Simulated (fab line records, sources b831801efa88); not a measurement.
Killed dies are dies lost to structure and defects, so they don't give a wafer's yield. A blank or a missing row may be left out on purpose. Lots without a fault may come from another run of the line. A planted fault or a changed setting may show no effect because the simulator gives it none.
fab line records | flow sky130
record lots=7 wafers=21 last_day=50
route steps=708 shown GATE_OXIDE@201 POLY_GATE@204 RES_PROTECT@206 LDD_N@237 PAD_OPEN@708
lots that met no fault: from a run of the same line without faults
start_h: hours from the record's first day to the start of the lot's first wafer shown | wait_h: hours since the lot's step before | " the same as in the row above | L1.1+2: a row that stands for several wafers | - no value, or no start given | * or withheld: withheld | < > ~ a bound
route shown NAME@n: a module of which the file shows steps, and the number in the route of the first | usual: mean/standard deviation of fault-free wafers | same: alike in all rows | chamber/n: place in a boat | sites: the reading at each site | _std_site: their standard deviation | _edge_site: outer sites' mean less inner sites' | radius_mm: how far each site lies from the wafer's centre | mask NAME#n: copy n | behind: the tool/chamber that last shaped the wafer | hold: why the lot was held/for how many hours/how that ended | device: the transistor (n, p or np) that didn't switch | end of line: the same wafers' tests at the end of the route | a step without rows: its recipe alone | killed: dies lost to structure and defects at the first sort, not the wafer's yield | map: a wafer's dies, x killed, . not, _ none there
set.NAME: the setting as run; set.NAME@STEP: as run at that earlier step | model.NAME: the simulator's own value behind a step, which no gauge read
lots at some steps of the route; a table a step, a row a wafer
services: from which hour (start_h, from the record's first day; less than 0 if before it) a tool's chamber was out of use, for how many hours, and why
## steps
# step SKY_GATE_OXIDE_TW_MEAS_14
# usual GATE_OXIDE_TW=224.4/2.2
# columns lot.wafer tool chamber start_h wait_h GATE_OXIDE_TW
L475.1 film_metro-04 - 328.97 0.1 222.0
L475.2 " - " " 222.3
L475.3 " - " " 223.1
L480.2 film_metro-04 - 368.61 0.1 223.8
L480.4 " - " " 223.6
L480.5 " - " " 223.6
L486.1 film_metro-01 - 423.90 0.1 225.6
L486.4 " - " " 225.8
L486.6 " - " " 224.8
L487.1 film_metro-01 - 431.01 0.1 223.9
L487.2 " - " " 223.8
L487.3 " - " " 224.7
L488.2 film_metro-03 - 439.33 0.1 227.4
L488.5 " - " " 228.4
L488.6 " - " " 226.6
L495.2 film_metro-01 - 487.12 0.1 227.0
L495.3 " - " " 226.5
L495.6 " - " " 227.6
L496.3 film_metro-04 - 508.36 0.1 220.4
L496.5 " - " " 220.0
L496.6 " - " " 220.6
# step SKY_GATE_OXIDE_CLEAN_15
# recipe chemistry=SC1/SC2 mix=1:4:20 temp_c=70 time_s=150 dry=n2_spin
# step SKY_GATE_OXIDE_OXIDATION_16
# recipe temp_c=800 ambient=O2 idle_temp_c=700 ramp_up_c_per_min=10 ramp_down_c_per_min=3 stabilise_s=600 purge_s=300 target_thk_a=35.7 ox_time_s=1915
# step SKY_POLY_GATE_CVD_00
# recipe material=poly-Si target_thk_nm=180 temp_c=620 time_s=720 pressure_mtorr=200
# step SKY_POLY_GATE_THK_MEAS_01
# recipe reads=poly-Si_of_POLY_GATE_CVD_00
# usual POLY_GATE_CVD_00_THK=179.5/1.6
# columns lot.wafer tool chamber start_h wait_h POLY_GATE_CVD_00_THK[nm]
L475.1 film_metro-04 - 331.81 0.0 180.7
L475.2 " - " " 180.2
L475.3 " - " " 180.4
L480.2 film_metro-04 - 371.46 0.0 182.9
L480.4 " - " " 180.7
L480.5 " - " " 181.3
L486.1 film_metro-02 - 427.91 0.0 179.7
L486.4 " - " " 178.3
L486.6 " - " " 178.3
L487.1 film_metro-04 - 434.53 0.0 181.1
L487.2 " - " " 178.7
L487.3 " - " " 180.1
L488.2 film_metro-02 - 442.17 0.0 178.9
L488.5 " - " " 179.5
L488.6 " - " " 179.8
L495.2 film_metro-04 - 497.63 0.1 179.0
L495.3 " - " " 177.8
L495.6 " - " " 176.9
L496.3 film_metro-02 - 512.07 0.0 179.5
L496.5 " - " " 179.8
L496.6 " - " " 179.2
# step SKY_RES_PROTECT_DEHYDRATE_00
# recipe temp_c=200 time_s=60
# step SKY_RES_PROTECT_HMDS_01
# recipe prime_time_s=60 prime_temp_c=120
# step SKY_RES_PROTECT_COAT_02
# recipe resist=NOVOLAK spin_rpm=3000 resist_thk_nm=1140
# step SKY_RES_PROTECT_SOFTBAKE_03
# recipe temp_c=90 time_s=60 resist=NOVOLAK
# step SKY_RES_PROTECT_EXPOSE_04
# recipe mask_id=RPM na=0.6 source_shape=conventional sigma_outer=0.6 polarization=unpolarized target_cd_nm=1270 dose_mj=131
# step SKY_RES_PROTECT_PEB_05
# recipe temp_c=withheld time_s=* resist=NOVOLAK
# step SKY_RES_PROTECT_DEVELOP_06
# recipe resist=NOVOLAK developer=TMAH develop_time_s=60 dev_temp_c=23
# step SKY_POLY_GATE_IMPLANT_02
# recipe species=P energy_kev=30 dose_cm2=7.7e+15 tilt_deg=0
# columns lot.wafer tool chamber start_h wait_h
L475.1+2+3 implanter-03 0 357.35 0.1
L480.2+4+5 implanter-01 0 401.30 0.1
L486.1+4+6 implanter-01 0 458.90 0.1
L487.1+2+3 implanter-01 0 465.77 0.1
L488.2+5+6 implanter-01 0 473.25 0.1
L495.2+3+6 implanter-02 0 529.07 0.1
L496.3+5+6 implanter-02 0 541.60 0.1
# step SKY_RES_PROTECT_STRIP_07
# recipe chemistry=O2/N2 power_w=1400 pressure_mtorr=1500 platen_temp_c=withheld o2_flow_sccm=3000 n2_flow_sccm=300 overash_fraction=0.5
# usual drypump_motor_current_A=5.6/0.46 oes_product_au=0.518/0.0046 strip_time_to_endpoint_s=23.32/0.044
# columns lot.wafer tool chamber start_h wait_h drypump_motor_current_A oes_product_au rf_hours_counter_h strip_time_to_endpoint_s
L475.1 plasma_asher-02 0 357.50 0.1 4.8 0.521 66 23.26
L475.2 " 1 " " 5.6 0.519 66 23.30
L475.3 " 0 " " 4.9 0.518 - 23.29
L480.2 plasma_asher-03 1 401.43 0.1 5.1 0.521 59 23.25
L480.4 " 1 " " 5.1 0.510 - 23.24
L480.5 " 0 " " 6.1 0.516 - 23.27
L486.1 plasma_asher-03 1 459.05 0.1 5.1 0.516 65 23.35
L486.4 " 0 " " 6.1 0.521 - 23.29
L486.6 " 1 " " 5.1 0.516 - 23.31
L487.1 plasma_asher-04 0 465.92 0.1 5.8 0.526 77 23.38
L487.2 " 1 " " 6.1 0.514 77 23.36
L487.3 " 1 " " 6.1 0.526 - 23.37
L488.2 plasma_asher-02 1 473.38 0.1 5.6 0.526 4 23.34
L488.5 " 1 " " 5.6 0.514 - 23.34
L488.6 " 0 " " 4.9 0.516 - 23.30
L495.2 plasma_asher-02 1 529.20 0.1 5.6 0.523 8 23.32
L495.3 " 0 " " 4.9 0.517 - 23.37
L495.6 " 1 " " 5.6 0.523 - 23.32
L496.3 plasma_asher-02 0 541.73 0.1 4.9 0.522 - 23.29
L496.5 " 0 " " 4.9 0.517 - 23.27
L496.6 " 1 " " 5.5 0.519 - 23.28
# step SKY_RES_PROTECT_TW_MEAS_08
# usual POLY_GATE_TW=4023/38
# columns lot.wafer tool chamber start_h wait_h POLY_GATE_TW
L475.1 film_metro-01 - 357.60 0.1 4086
L475.2 " - " " 4103
L475.3 " - " " 4097
L480.2 film_metro-02 - 401.54 0.1 4027
L480.4 " - " " 4023
L480.5 " - " " 4028
L486.1 film_metro-04 - 459.15 0.1 3975
L486.4 " - " " 3976
L486.6 " - " " 3987
L487.1 film_metro-04 - 466.02 0.1 3976
L487.2 " - " " 3988
L487.3 " - " " 3965
L488.2 film_metro-04 - 473.49 0.1 3992
L488.5 " - " " 3987
L488.6 " - " " 3992
L495.2 film_metro-01 - 529.31 0.1 4058
L495.3 " - " " 4071
L495.6 " - " " 4067
L496.3 film_metro-04 - 541.82 0.1 3982
L496.5 " - " " 3992
L496.6 " - " " 4006
# step SKY_RES_PROTECT_CLEAN_09
# recipe chemistry=SC1/SC2 mix=1:4:20 temp_c=70 time_s=150 dry=n2_spin
# step SKY_POLY_GATE_CVD_03
# recipe material=Si3N4 precursor=DCS/NH3 target_thk_nm=75 temp_c=770 time_s=1290 pressure_mtorr=250
# step SKY_POLY_GATE_THK_MEAS_04
# recipe reads=Si3N4_of_POLY_GATE_CVD_03
# usual POLY_GATE_CVD_03_THK=75.0/0.76
# columns lot.wafer tool chamber start_h wait_h POLY_GATE_CVD_03_THK[nm]
L475.1 film_metro-04 - 360.37 0.0 75.2
L475.2 " - " " 75.5
L475.3 " - " " 75.2
L480.2 film_metro-03 - 403.01 0.0 74.6
L480.4 " - " " 74.3
L480.5 " - " " 74.4
L486.1 film_metro-02 - 461.36 0.0 73.8
L486.4 " - " " 73.4
L486.6 " - " " 73.8
L487.1 film_metro-03 - 468.17 0.0 75.1
L487.2 " - " " 75.0
L487.3 " - " " 75.5
L488.2 film_metro-02 - 475.64 0.0 74.3
L488.5 " - " " 73.5
L488.6 " - " " 74.6
L495.2 film_metro-02 - 531.29 0.1 74.2
L495.3 " - " " 74.4
L495.6 " - " " 74.3
L496.3 film_metro-04 - 543.28 0.0 76.0
L496.5 " - " " 76.0
L496.6 " - " " 76.1
# step SKY_POLY_GATE_DEHYDRATE_05
# recipe temp_c=200 time_s=60
# step SKY_POLY_GATE_HMDS_06
# recipe prime_time_s=60 prime_temp_c=120
# step SKY_POLY_GATE_COAT_07
# recipe resist=BARC temp_c=withheld time_s=withheld spin_rpm=3000 resist_thk_nm=110
# step SKY_POLY_GATE_COAT_08
# recipe resist=KrF-thick spin_rpm=3000 resist_thk_nm=450
# step SKY_POLY_GATE_SOFTBAKE_09
# recipe temp_c=100 time_s=90 resist=KrF-thick
# step SKY_POLY_GATE_EXPOSE_10
# recipe mask_id=P1M na=0.68 source_shape=conventional sigma_outer=0.6 target_cd_nm=150 dose_mj=28
# step SKY_POLY_GATE_PEB_11
# recipe peb_temp_c=withheld peb_time_s=withheld resist=KrF-thick
# step SKY_POLY_GATE_DEVELOP_12
# recipe develop_time_s=60 resist=KrF-thick dev_temp_c=22.21
# step SKY_POLY_GATE_CD_MEAS_13
# recipe target_cd_nm=150
# usual cd_nm=150.0/1.3
# columns lot.wafer tool chamber start_h wait_h cd_nm
L475.1 cd_sem-01 - 389.93 - 153.5
L475.2 " - " " 153.1
L475.3 " - " " 152.4
L480.2 cd_sem-02 - 433.55 - 152.0
L480.4 " - " " 150.5
L480.5 " - " " 151.5
L486.1 cd_sem-02 - 492.23 - 151.4
L486.4 " - " " 149.3
L486.6 " - " " 150.8
L487.1 cd_sem-02 - 498.46 - 147.1
L487.2 " - " " 148.3
L487.3 " - " " 147.9
L488.2 cd_sem-01 - 506.25 - 149.8
L488.5 " - " " 150.7
L488.6 " - " " 149.7
L495.2 cd_sem-02 - 561.78 - 150.2
L495.3 " - " " 149.2
L495.6 " - " " 150.2
L496.3 cd_sem-01 - 573.54 - 148.9
L496.5 " - " " 149.0
L496.6 " - " " 150.2
# step SKY_POLY_GATE_OVL_MEAS_14
# usual POLY_GATE_OVL=0/4.7
# columns lot.wafer tool chamber start_h wait_h POLY_GATE_OVL[nm]
L475.1 overlay-01 - 390.05 0.1 0
L475.2 " - " " -2
L475.3 " - " " 2
L480.2 overlay-01 - 433.65 0.1 1
L480.4 " - " " 0
L480.5 " - " " -3
L486.1 overlay-02 - 492.35 0.1 -3
L486.4 " - " " 3
L486.6 " - " " -4
L487.1 overlay-02 - 498.58 0.1 1
L487.2 " - " " -8
L487.3 " - " " 0
L488.2 overlay-02 - 506.35 0.1 2
L488.5 " - " " -4
L488.6 " - " " 2
L495.2 overlay-01 - 561.89 0.1 1
L495.3 " - " " 2
L495.6 " - " " -1
L496.3 overlay-01 - 573.63 0.1 4
L496.5 " - " " 2
L496.6 " - " " 12
# step SKY_POLY_GATE_ETCH_15
# recipe chemistry=N2/H2 target=BARC ion_energy_ev=200 source_w=500 bias_w=100 pressure_mtorr=30 n2_flow_sccm=100 h2_flow_sccm=200 stop_on=SiO2 time_s=118.5 target_depth_a=1100
# usual drypump_motor_current_A=5.8/0.46 oes_product_au=0.717/0.0049 throttle_valve_pct=13.213/0.0085
# columns lot.wafer tool chamber start_h wait_h drypump_motor_current_A oes_product_au rf_hours_counter_h throttle_valve_pct
L475.1 rie_diel-03 3 390.08 0.0 5.9 0.716 111 13.203
L475.2 " 0 " " 6.3 0.714 27 13.218
L475.3 " 1 " " 6.4 0.720 64 13.210
L480.2 rie_diel-01 2 433.68 0.0 5.0 0.713 8 13.216
L480.4 " 0 " " 6.2 0.720 18 13.205
L480.5 " 1 " " 5.6 0.720 - 13.224
L486.1 rie_diel-03 2 492.38 0.0 5.7 0.715 62 13.194
L486.4 " 1 " " 6.5 0.718 66 13.205
L486.6 " 0 " " 6.4 0.715 - 13.214
L487.1 rie_diel-04 0 498.62 0.0 5.1 0.716 7 13.220
L487.2 " 3 " " 6.3 0.715 15 13.234
L487.3 " 1 " " 5.8 0.716 4 13.202
L488.2 rie_diel-01 0 506.38 0.0 6.2 0.720 19 13.204
L488.5 " 2 " " 5.0 0.706 - 13.217
L488.6 " 3 " " 5.4 0.717 - 13.204
L495.2 rie_diel-03 2 561.92 0.0 5.8 0.727 63 13.215
L495.3 " 1 " " 6.5 0.720 68 13.199
L495.6 " 0 " " 6.4 0.723 - 13.223
L496.3 rie_diel-01 1 573.65 0.0 5.7 0.712 1 13.218
L496.5 " 0 " " 6.2 0.714 - 13.196
L496.6 " 1 " " 5.7 0.718 - 13.226
# step SKY_POLY_GATE_ETCH_16
# recipe stop_on=poly-Si chemistry=CH3F/O2 target=Si3N4 source_w=400 bias_w=80 pressure_mtorr=25 ch3f_flow_sccm=40 O2_flow_sccm=30 time_s=147.5 target_depth_a=750
# usual drypump_motor_current_A=5.8/0.46 oes_product_au=0.641/0.0057 throttle_valve_pct=10.535/0.0086
# columns lot.wafer tool chamber start_h wait_h drypump_motor_current_A oes_product_au rf_hours_counter_h throttle_valve_pct
L475.1 rie_diel-03 3 390.17 0.0 5.9 0.641 111 10.527
L475.2 " 0 " " 6.4 0.650 27 10.543
L475.3 " 1 " " 6.5 0.645 64 10.555
L480.2 rie_diel-01 2 433.77 0.0 5.0 0.636 8 10.525
L480.4 " 0 " " 6.2 0.628 18 10.538
L480.5 " 1 " " 5.6 0.640 - 10.532
L486.1 rie_diel-03 2 492.47 0.0 5.8 0.640 62 10.529
L486.4 " 1 " " 6.5 0.632 66 10.540
L486.6 " 0 " " 6.3 0.640 - 10.540
L487.1 rie_diel-04 0 498.70 0.0 5.1 0.639 7 10.536
L487.2 " 3 " " 6.3 0.637 15 10.539
L487.3 " 1 " " 5.8 0.644 4 10.527
L488.2 rie_diel-01 0 506.47 0.0 6.2 0.638 19 10.540
L488.5 " 2 " " 5.0 0.631 - 10.550
L488.6 " 3 " " 5.4 0.640 - 10.538
L495.2 rie_diel-03 2 562.00 0.0 5.7 0.637 63 10.538
L495.3 " 1 " " 6.5 0.641 68 10.525
L495.6 " 0 " " 6.4 0.633 - 10.546
L496.3 rie_diel-01 1 573.73 0.0 5.6 0.644 1 10.536
L496.5 " 0 " " 6.2 0.648 - 10.530
L496.6 " 1 " " 5.6 0.654 - 10.540
# step SKY_POLY_GATE_ETCH_17
# recipe target_depth_nm=180 stop_on=SiO2 over_etch_frac=0.56667 chemistry=HBr/Cl2 target=poly-Si icp_w=400 bias_w=100 pressure_mtorr=10 HBr_flow_sccm=150 Cl2_flow_sccm=50 time_s=70.5
# usual drypump_motor_current_A=5.8/0.34 oes_product_au=0.984/0.0089 throttle_valve_pct=33.684/0.01
# columns lot.wafer tool chamber start_h wait_h drypump_motor_current_A oes_product_au rf_hours_counter_h throttle_valve_pct
L475.1 rie_si-02 0 390.27 0.0 6.0 0.981 1 33.695
L475.2 " 3 " " 5.5 0.978 70 33.675
L475.3 " 1 " " 5.3 0.995 21 33.683
L480.2 rie_si-01 0 433.87 0.0 5.3 1.004 49 33.678
L480.4 " 1 " " 6.1 0.982 1 33.701
L480.5 " 2 " " 5.7 0.992 - 33.684
L486.1 rie_si-01 1 492.57 0.0 6.1 0.980 2 33.681
L486.4 " 3 " " 6.1 0.985 24 33.688
L486.6 " 3 " " 6.1 0.986 - 33.708
L487.1 rie_si-02 1 498.80 0.0 5.3 0.992 22 33.686
L487.2 " 0 " " 6.1 0.987 2 33.675
L487.3 " 2 " " 6.1 0.969 3 33.672
L488.2 rie_si-01 3 506.57 0.0 6.2 0.985 24 33.681
L488.5 " 2 " " 5.7 0.990 - 33.675
L488.6 " 3 " " 6.1 0.977 - 33.679
L495.2 rie_si-02 1 562.10 0.0 5.3 0.989 23 33.666
L495.3 " 3 " " 5.5 0.971 1 33.699
L495.6 " 3 " " 5.5 0.967 - 33.692
L496.3 rie_si-01 0 573.83 0.0 5.4 0.985 0 33.694
L496.5 " 0 " " 5.4 0.993 - 33.695
L496.6 " 1 " " 6.1 0.970 - 33.671
# step SKY_POLY_GATE_STRIP_18
# recipe chemistry=O2/N2 power_w=1400 pressure_mtorr=1500 platen_temp_c=withheld o2_flow_sccm=3000 n2_flow_sccm=300 overash_fraction=0.5
# usual drypump_motor_current_A=5.7/0.62 oes_product_au=0.362/0.005 strip_time_to_endpoint_s=3.19/0.049
# columns lot.wafer tool chamber start_h wait_h drypump_motor_current_A oes_product_au rf_hours_counter_h strip_time_to_endpoint_s
L475.1 plasma_asher-03 0 390.32 0.0 6.1 0.375 58 3.25
L475.2 " 1 " " 5.1 0.361 58 3.21
L475.3 " 0 " " 6.1 0.362 - 3.19
L480.2 plasma_asher-02 1 433.92 0.0 5.6 0.352 0 3.14
L480.4 " 1 " " 5.6 0.370 - 3.28
L480.5 " 1 " " 5.6 0.363 - 3.09
L486.1 plasma_asher-01 0 492.62 0.0 6.6 0.361 37 3.22
L486.4 " 0 " " 6.6 0.362 - 3.20
L486.6 " 0 " " 6.6 0.362 - 3.20
L487.1 plasma_asher-01 0 498.86 0.0 6.6 0.364 38 3.15
L487.2 " 1 " " 5.5 0.354 38 3.10
L487.3 " 1 " " 5.5 0.361 - 3.13
L488.2 plasma_asher-03 0 506.62 0.0 6.1 0.367 70 3.26
L488.5 " 0 " " 6.1 0.369 - 3.19
L488.6 " 1 " " 5.1 0.364 - 3.23
L495.2 plasma_asher-01 1 562.16 0.0 5.5 0.363 45 3.16
L495.3 " 1 " " 5.5 0.357 - 3.23
L495.6 " 1 " " 5.5 0.359 - 3.21
L496.3 plasma_asher-03 1 573.92 0.1 5.1 0.372 - 3.21
L496.5 " 0 " " 6.1 0.362 - 3.24
L496.6 " 1 " " 5.1 0.366 - 3.22
# step SKY_POLY_GATE_CLEAN_19
# recipe chemistry=SC1/SC2 mix=1:4:20 temp_c=70 time_s=150 dry=n2_spin
# step SKY_POLY_GATE_OXIDATION_20
# recipe temp_c=850 ambient=O2 stabilise_s=600 purge_s=300 target_thk_a=40 ox_time_s=899
# step SKY_POLY_GATE_THK_MEAS_21
# recipe reads=SiO2_of_POLY_GATE_OXIDATION_20
# usual POLY_GATE_OXIDATION_THK=3.98/0.091
# columns lot.wafer tool chamber start_h wait_h POLY_GATE_OXIDATION_THK[nm]
L475.1 film_metro-02 - 392.41 0.0 3.88
L475.2 " - " " 3.91
L475.3 " - " " 3.94
L480.2 film_metro-04 - 436.07 0.0 4.01
L480.4 " - " " 4.09
L480.5 " - " " 3.94
L486.1 film_metro-02 - 494.03 0.0 4.00
L486.4 " - " " 3.98
L486.6 " - " " 4.04
L487.1 film_metro-02 - 500.27 0.0 3.92
L487.2 " - " " 4.07
L487.3 " - " " 3.96
L488.2 film_metro-03 - 508.03 0.0 3.91
L488.5 " - " " 3.91
L488.6 " - " " 3.86
L495.2 film_metro-03 - 563.82 0.1 3.97
L495.3 " - " " 3.95
L495.6 " - " " 4.08
L496.3 film_metro-04 - 575.31 0.0 3.95
L496.5 " - " " 3.98
L496.6 " - " " 3.91
# step SKY_POLY_GATE_CD_MEAS_22
# usual cd_nm=149/3.3
# columns lot.wafer tool chamber start_h wait_h cd_nm
L475.1 cd_sem-02 - 392.47 0.1 152
L475.2 " - " " 155
L475.3 " - " " 152
L480.2 cd_sem-01 - 436.15 0.1 149
L480.4 " - " " 147
L480.5 " - " " 148
L486.1 cd_sem-02 - 494.09 0.1 146
L486.4 " - " " 151
L486.6 " - " " 151
L487.1 cd_sem-01 - 500.33 0.1 147
L487.2 " - " " 149
L487.3 " - " " 147
L488.2 cd_sem-01 - 508.11 0.1 150
L488.5 " - " " 153
L488.6 " - " " 145
L495.2 cd_sem-01 - 564.01 0.2 142
L495.3 " - " " 150
L495.6 " - " " 152
L496.3 cd_sem-02 - 575.41 0.1 146
L496.5 " - " " 148
L496.6 " - " " 146
# step SKY_LDD_N_DEHYDRATE_00
# recipe temp_c=200 time_s=60
# step SKY_LDD_N_HMDS_01
# recipe prime_time_s=60 prime_temp_c=120
# step SKY_LDD_N_COAT_02
# recipe resist=NOVOLAK spin_rpm=3000 resist_thk_nm=300
# step SKY_LDD_N_SOFTBAKE_03
# recipe temp_c=90 time_s=60 resist=NOVOLAK
# step SKY_LDD_N_EXPOSE_04
# recipe mask_id=NTM target_cd_nm=840 na=0.6 source_shape=conventional sigma_outer=0.6 dose_mj=110
# step SKY_LDD_N_PEB_05
# recipe temp_c=withheld time_s=* resist=NOVOLAK
# step SKY_PAD_OPEN_PROBE_99
# usual killed_at_M0_to_M3=44/6.9 killed_at_M4_up=3.3/2 killed_at_contacts=25/5.4 killed_at_front_end=16/4.6 killed_at_other=0.2/0.51 killed_dies=88/8.9 killed_open=48/6.8 killed_short=39/5.8
# same gross_dies=492 killed_at_back_side=0
# columns lot.wafer tool chamber start_h wait_h killed_at_M0_to_M3 killed_at_M4_up killed_at_contacts killed_at_front_end killed_at_other killed_dies killed_open killed_short model.etest.res_poly.rs_ohm_sq_rim_less_centre model.etest.res_poly.rs_ohm_sq_range
L475.1 prober-02 - 1091.94 0.1 39 1 30 15 0 85 52 32 -0.6846 1.135
L475.2 prober-02 - 1091.99 0.1 44 0 21 13 0 78 45 33 0.09902 0.792
L475.3 prober-02 - 1092.04 0.2 50 1 28 22 0 101 52 49 0.1139 1.137
L480.2 prober-01 - 1122.22 0.1 44 3 25 15 0 87 44 42 -1.916 2.493
L480.4 prober-01 - 1122.32 0.2 46 4 26 20 0 96 51 45 -0.7404 1.539
L480.5 prober-01 - 1122.37 0.2 42 1 20 21 0 84 49 34 -1.003 1.295
L486.1 prober-01 - 1153.63 0.1 47 2 20 16 2 87 51 36 -3.338 4.263
L486.4 prober-01 - 1153.78 0.2 44 1 16 16 0 77 47 30 -3.587 3.893
L486.6 prober-01 - 1153.88 0.2 45 3 22 14 0 84 46 38 -2.946 3.27
L487.1 prober-02 - 1159.38 0.1 62 6 18 16 0 102 58 44 -2.721 3.28
L487.2 prober-02 - 1159.43 0.1 49 2 21 15 0 87 50 36 -3.549 3.68
L487.3 prober-02 - 1159.48 0.2 54 6 15 15 1 91 43 46 -3.245 3.829
L488.2 prober-01 - 1163.44 0.1 41 3 30 23 0 97 57 40 -3.106 3.472
L488.5 prober-01 - 1163.59 0.2 42 5 25 13 0 85 50 35 -2.226 2.459
L488.6 prober-01 - 1163.64 0.2 54 4 24 14 0 96 45 51 -2.76 2.931
L496.3 prober-02 - 1201.31 0.2 51 7 36 9 0 103 60 43 0.08444 1.245
L496.5 prober-02 - 1201.41 0.2 34 3 42 17 0 96 47 48 -0.3462 1.55
L496.6 prober-02 - 1201.46 0.2 37 2 31 7 0 77 54 23 -0.1242 1.291
# killed by level:class
L475.1 CONTACT:geometric_particle:open=11 LI_CONTACT:geometric_particle:open=9 VIA3:geometric_particle:open=7 VIA2:geometric_particle:open=7 METAL3:geometric_particle:short=6 POLY_GATE:geometric_particle:open=5 FIELD_ISO:geometric_particle:open=4 CONTACT:geometric_particle:short=4
L475.2 VIA1:geometric_particle:open=11 LI_CONTACT:geometric_particle:open=9 VIA2:geometric_particle:open=9 CONTACT:geometric_particle:open=5 METAL2:geometric_particle:short=5 FIELD_ISO:geometric_particle:short=4 VIA1:geometric_particle:short=4 METAL1:geometric_particle:short=4
L475.3 VIA1:geometric_particle:open=10 LI_CONTACT:geometric_particle:open=9 FIELD_ISO:geometric_particle:open=7 METAL2:geometric_particle:short=7 CONTACT:geometric_particle:open=6 VIA3:geometric_particle:open=6 METAL1:geometric_particle:short=5 VIA2:geometric_particle:open=5
L480.2 LOCAL_INTERCONNECT:geometric_particle:short=9 METAL1:geometric_particle:short=8 VIA1:geometric_particle:open=8 VIA3:geometric_particle:open=7 CONTACT:geometric_particle:open=6 VIA2:geometric_particle:open=6 FIELD_ISO:geometric_particle:open=5 FIELD_ISO:geometric_particle:short=5
L480.4 CONTACT:geometric_particle:open=12 VIA1:geometric_particle:open=9 FIELD_ISO:geometric_particle:open=8 VIA1:geometric_particle:short=8 FIELD_ISO:geometric_particle:short=6 VIA3:geometric_particle:open=5 LI_CONTACT:geometric_particle:open=5 VIA2:geometric_particle:short=5
L480.5 VIA1:geometric_particle:open=10 VIA2:geometric_particle:open=7 VIA3:geometric_particle:open=7 LI_CONTACT:geometric_particle:open=6 CONTACT:geometric_particle:open=6 CONTACT:geometric_particle:short=5 METAL2:geometric_particle:short=5 FIELD_ISO:geometric_particle:open=4
L486.1 VIA1:geometric_particle:open=15 CONTACT:geometric_particle:open=7 METAL2:geometric_particle:short=7 POLY_GATE:geometric_particle:open=6 LI_CONTACT:geometric_particle:open=5 VIA3:geometric_particle:open=5 VIA2:geometric_particle:open=4 FIELD_ISO:geometric_particle:open=3
L486.4 VIA1:geometric_particle:open=15 CONTACT:geometric_particle:open=8 POLY_GATE:geometric_particle:open=6 VIA2:geometric_particle:open=6 POLY_GATE:geometric_particle:short=5 LI_CONTACT:geometric_particle:open=4 VIA1:geometric_particle:short=4 METAL3:geometric_particle:short=3
L486.6 VIA1:geometric_particle:open=11 CONTACT:geometric_particle:open=8 VIA2:geometric_particle:open=7 VIA1:geometric_particle:short=6 METAL2:geometric_particle:short=6 POLY_GATE:geometric_particle:open=5 LOCAL_INTERCONNECT:geometric_particle:short=5 METAL1:geometric_particle:short=5
L487.1 VIA1:geometric_particle:open=18 VIA3:geometric_particle:open=12 VIA2:geometric_particle:open=8 METAL1:geometric_particle:short=8 VIA3:geometric_particle:short=6 METAL4:geometric_particle:short=5 FIELD_ISO:geometric_particle:open=4 LI_CONTACT:geometric_particle:open=4
L487.2 VIA1:geometric_particle:open=18 VIA3:geometric_particle:open=8 POLY_GATE:geometric_particle:short=7 CONTACT:geometric_particle:open=7 VIA2:geometric_particle:open=6 CONTACT:geometric_particle:short=4 METAL1:geometric_particle:short=4 VIA1:geometric_particle:short=4
L487.3 VIA2:geometric_particle:open=9 VIA3:geometric_particle:open=8 VIA1:geometric_particle:short=7 METAL2:geometric_particle:short=7 VIA1:geometric_particle:open=6 LI_CONTACT:geometric_particle:open=6 METAL4:geometric_particle:short=5 METAL1:geometric_particle:short=5
L488.2 VIA1:geometric_particle:open=14 CONTACT:geometric_particle:open=13 VIA3:geometric_particle:open=7 LI_CONTACT:geometric_particle:short=6 FIELD_ISO:geometric_particle:short=5 POLY_GATE:geometric_particle:open=5 LOCAL_INTERCONNECT:geometric_particle:short=5 FIELD_ISO:geometric_particle:open=4
L488.5 VIA1:geometric_particle:open=12 CONTACT:geometric_particle:open=10 LI_CONTACT:geometric_particle:open=7 VIA3:geometric_particle:open=7 VIA3:geometric_particle:short=6 FIELD_ISO:geometric_particle:short=5 METAL1:geometric_particle:short=5 FIELD_ISO:geometric_particle:open=4
L488.6 VIA1:geometric_particle:open=15 CONTACT:geometric_particle:short=8 METAL3:geometric_particle:short=7 VIA3:geometric_particle:open=6 LI_CONTACT:geometric_particle:open=6 VIA1:geometric_particle:short=6 VIA2:geometric_particle:short=6 VIA3:geometric_particle:short=6
L496.3 CONTACT:geometric_particle:open=16 VIA1:geometric_particle:open=12 LI_CONTACT:geometric_particle:open=8 VIA2:geometric_particle:open=7 VIA3:geometric_particle:open=7 METAL3:geometric_particle:short=6 METAL4:geometric_particle:short=6 CONTACT:geometric_particle:short=5
L496.5 CONTACT:geometric_particle:open=15 LOCAL_INTERCONNECT:geometric_particle:short=8 LI_CONTACT:geometric_particle:open=7 VIA1:geometric_particle:open=7 POLY_GATE:geometric_particle:short=6 FIELD_ISO:geometric_particle:short=5 LI_CONTACT:geometric_particle:short=5 CONTACT:geometric_particle:short=5
L496.6 CONTACT:geometric_particle:open=12 VIA1:geometric_particle:open=11 VIA3:geometric_particle:open=10 LI_CONTACT:geometric_particle:open=9 VIA2:geometric_particle:open=5 CONTACT:geometric_particle:short=4 METAL3:geometric_particle:short=4 POLY_GATE:geometric_particle:open=3
## services
# columns tool chamber start_h hours kind
implanter-01 - 346.42 2.4 pm
rie_diel-01 1 347.45 3.0 repair
rie_diel-04 3 347.60 10.5 repair
rie_diel-03 - 347.61 1.8 repair
implanter-02 - 349.35 1.7 repair
implanter-02 - 351.86 2.6 pm
rie_diel-04 1 356.15 11.7 repair
rie_si-02 - 374.37 0.4 repair
plasma_asher-01 - 404.60 1.0 repair
plasma_asher-02 - 421.25 9.0 pm
implanter-01 - 451.33 4.0 repair
rie_si-01 - 452.92 28.1 pm
plasma_asher-02 - 466.15 2.8 pm
rie_diel-01 - 467.04 2.8 pm
rie_diel-01 - 483.97 1.0 repair
plasma_asher-02 - 484.95 15.1 pm
rie_si-01 1 494.41 10.2 repair
rie_diel-03 0 502.38 19.6 repair
rie_si-02 2 508.19 5.5 repair
plasma_asher-03 - 510.24 28.1 pm
plasma_asher-03 - 542.06 0.7 repair
rie_diel-03 1 550.03 5.7 repair
plasma_asher-02 - 550.25 4.6 repair
rie_diel-01 2 553.64 15.2 repair
## key
first_sign none at tools or gauges
model_effect step=SKY_PAD_OPEN_PROBE_99 value=etest.res_poly.rs_ohm_sq_rim_less_centre without=-0.5002 struck=-3.053
met_at SKY_POLY_GATE_IMPLANT_02
struck_wafers L486.1,L486.4,L486.6,L487.1,L487.2,L487.3,L488.2,L488.5,L488.6
tester_left_out L486,L487,L488
onset_between 401.30 458.90
fault kind=process_parameter_drift tool=implanter-01 chamber=- onset_h=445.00 steps=SKY_POLY_GATE_IMPLANT_02 channel=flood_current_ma offset=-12 shape=step end_h=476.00
# tester_left_out: of these lots the tester's yield and bins aren't shown, on N5 and GAA mostly nor the transistor test; their killed dies are dies lost to structure and defects alone, not to doping, threshold or leakage, so they don't give the yield
